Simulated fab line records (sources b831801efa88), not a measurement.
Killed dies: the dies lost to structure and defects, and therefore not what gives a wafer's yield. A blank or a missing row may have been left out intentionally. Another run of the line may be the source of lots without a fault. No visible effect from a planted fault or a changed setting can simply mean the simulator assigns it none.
2 desks looking at one fault :: flow sky130 :: only its own numbers are on each desk; what lay behind them is given at the end

DESK OF THE TOOL OWNER: pvd sputter-03
The tool's own readings at SKY_LOCAL_INTERCONNECT_SPUTTER_00 (material TiN, target thk 100 nm, time 83.3 s): means of the sampled wafers that have a number, for each lot that ran on this tool. The brackets show how far a lot's mean lies from the usual mean; more than 4 standard deviations puts the lot out of limits, marked OUT.
Columns: A = susceptor temp C at SKY_LOCAL_INTERCONNECT_SPUTTER_00, usual 300.02 C; B = throttle valve pct at SKY_LOCAL_INTERCONNECT_SPUTTER_00, usual 29.9 %
lot: L139
first seen here: day 30 22:00
A: 299.90
B: 29.4

lot: L155
first seen here: day 35 15:40
A: 299.94
B: 29.9
Result from this desk: across the 2 lots, nothing is out of limits.

AT THE METROLOGY DESK
What the gauges read for every lot (on any tool): the sampled wafers with a number, averaged. The brackets show how far a lot's mean lies from the usual mean; more than 4 standard deviations puts the lot out of limits, marked OUT.
Columns: A = LI_CONTACT_OVL at SKY_LI_CONTACT_OVL_MEAS_13, usual -3 nm; B = LI_CONTACT_W_RS at SKY_LI_CONTACT_RS_MEAS_22, usual 0.282 ohm/sq; C = LI_CONTACT_W_THK at SKY_LI_CONTACT_THK_MEAS_23, usual 417 nm; D = LOCAL_INTERCONNECT_TIN_RS at SKY_LOCAL_INTERCONNECT_RS_MEAS_01, usual 14.17 ohm/sq; E = LOCAL_INTERCONNECT_TIN_THK at SKY_LOCAL_INTERCONNECT_THK_MEAS_02, usual 100.6 nm; F = cd nm at SKY_LOCAL_INTERCONNECT_CD_MEAS_11, usual 170.5 nm; G = LOCAL_INTERCONNECT_OVL at SKY_LOCAL_INTERCONNECT_OVL_MEAS_12, usual 2 nm
lot: L139
first seen here: day 30 20:49
A: -5
B: 0.286
C: 411
D: 14.09
E: 101.2
F: 170.6
G: 7

lot: L144
first seen here: day 32 03:58
A: 3
B: 0.281
C: 413
D: 14.42
E: 99.5
F: 169.2
G: 5

lot: L152
first seen here: day 35 02:44
A: -8
B: 0.282
C: 408
D: 13.88
E: 102.8
F: 171.0
G: 2

lot: L155
first seen here: day 35 14:22
A: 3
B: 0.282
C: 410
D: 14.53
E: 98.1
F: 170.4
G: 2

lot: L159
first seen here: day 36 17:47
A: 1
B: 0.283
C: 417
D: 14.02
E: 101.7
F: 171.3
G: 3
Result from this desk: across the 5 lots, nothing is out of limits.

PUT TOGETHER
The desk of the tool owner found nothing out of limits.
Nothing out of limits was seen by the metrology desk.

WHAT WAS PUT IN BY THE SIMULATOR
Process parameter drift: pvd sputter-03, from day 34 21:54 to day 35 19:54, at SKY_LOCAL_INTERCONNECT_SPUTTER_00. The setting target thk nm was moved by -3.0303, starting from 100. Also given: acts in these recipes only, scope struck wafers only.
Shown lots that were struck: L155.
